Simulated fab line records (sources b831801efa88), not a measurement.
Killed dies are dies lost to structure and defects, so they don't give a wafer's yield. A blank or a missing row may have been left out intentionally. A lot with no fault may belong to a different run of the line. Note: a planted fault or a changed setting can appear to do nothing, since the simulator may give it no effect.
Matching of chambers || flow gf180mcu || 4 sister chambers for GF_V5_CMP_04 on cmp-02
The step polishes SiO2. 8 wafers are shown with their chamber, then 7 later ones without.

## EACH WAFER AND ITS CHAMBER
{"wafer": "L461.4", "chamber": 1, "motor_current_A (A)": 11.2, "platen_rpm (rpm)": 60.01}
{"wafer": "L464.1", "chamber": 1, "motor_current_A (A)": 10.9, "platen_rpm (rpm)": 60.04}
{"wafer": "L469.2", "chamber": 0, "motor_current_A (A)": 13.7, "platen_rpm (rpm)": 59.99}
{"wafer": "L471.3", "chamber": 3, "motor_current_A (A)": 10.4, "platen_rpm (rpm)": 59.96}
{"wafer": "L471.4", "chamber": 0, "motor_current_A (A)": 13.2, "platen_rpm (rpm)": 60.05}
{"wafer": "L471.5", "chamber": 2, "motor_current_A (A)": 11.2, "platen_rpm (rpm)": 59.97}
{"wafer": "L475.1", "chamber": 3, "motor_current_A (A)": 10.5, "platen_rpm (rpm)": 60.06}
{"wafer": "L475.5", "chamber": 2, "motor_current_A (A)": 11.2, "platen_rpm (rpm)": 60.01}

## WAFERS WITH NO CHAMBER GIVEN
{"wafer": "L475.6", "motor_current_A (A)": 10.0, "platen_rpm (rpm)": 60.04}
{"wafer": "L477.1", "motor_current_A (A)": 12.9, "platen_rpm (rpm)": 60.05}
{"wafer": "L477.2", "motor_current_A (A)": 11.1, "platen_rpm (rpm)": 59.94}
{"wafer": "L477.4", "motor_current_A (A)": 10.8, "platen_rpm (rpm)": 60.00}
{"wafer": "L480.2", "motor_current_A (A)": 13.2, "platen_rpm (rpm)": 60.01}
{"wafer": "L480.4", "motor_current_A (A)": 11.3, "platen_rpm (rpm)": 60.08}
{"wafer": "L480.6", "motor_current_A (A)": 12.8, "platen_rpm (rpm)": 59.99}

## WHICH CHAMBER EACH ONE RAN IN
{"wafer": "L475.6", "from the rows above": 3, "in truth": 3}
{"wafer": "L477.1", "from the rows above": 0, "in truth": 0}
{"wafer": "L477.2", "from the rows above": "can't be placed: 2 or 1", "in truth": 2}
{"wafer": "L477.4", "from the rows above": "can't be placed: 1 or 3 or 2", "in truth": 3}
{"wafer": "L480.2", "from the rows above": 0, "in truth": 0}
{"wafer": "L480.4", "from the rows above": "can't be placed: 1 or 2", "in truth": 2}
{"wafer": "L480.6", "from the rows above": 0, "in truth": 0}
Correctly placed: 4 of 7. Cannot be placed on the basis of these rows: 3; the candidates contain the true chamber in 3. 0 placed wrongly.
How it was worked out, from the rows above alone: a wafer's distance from a chamber is the root of the sum, over the readings, of the square of ((its reading less the chamber's mean) divided by the reading's scatter). The wafer belongs to the nearest chamber; if the next one is less than 2 further off, it can't be placed. For every chamber, the mean is computed from those of its wafers that are shown. The scatter is the square root of a quotient: the sum, over the shown wafers, of each reading's squared deviation from its chamber's mean, divided by wafers minus chambers.
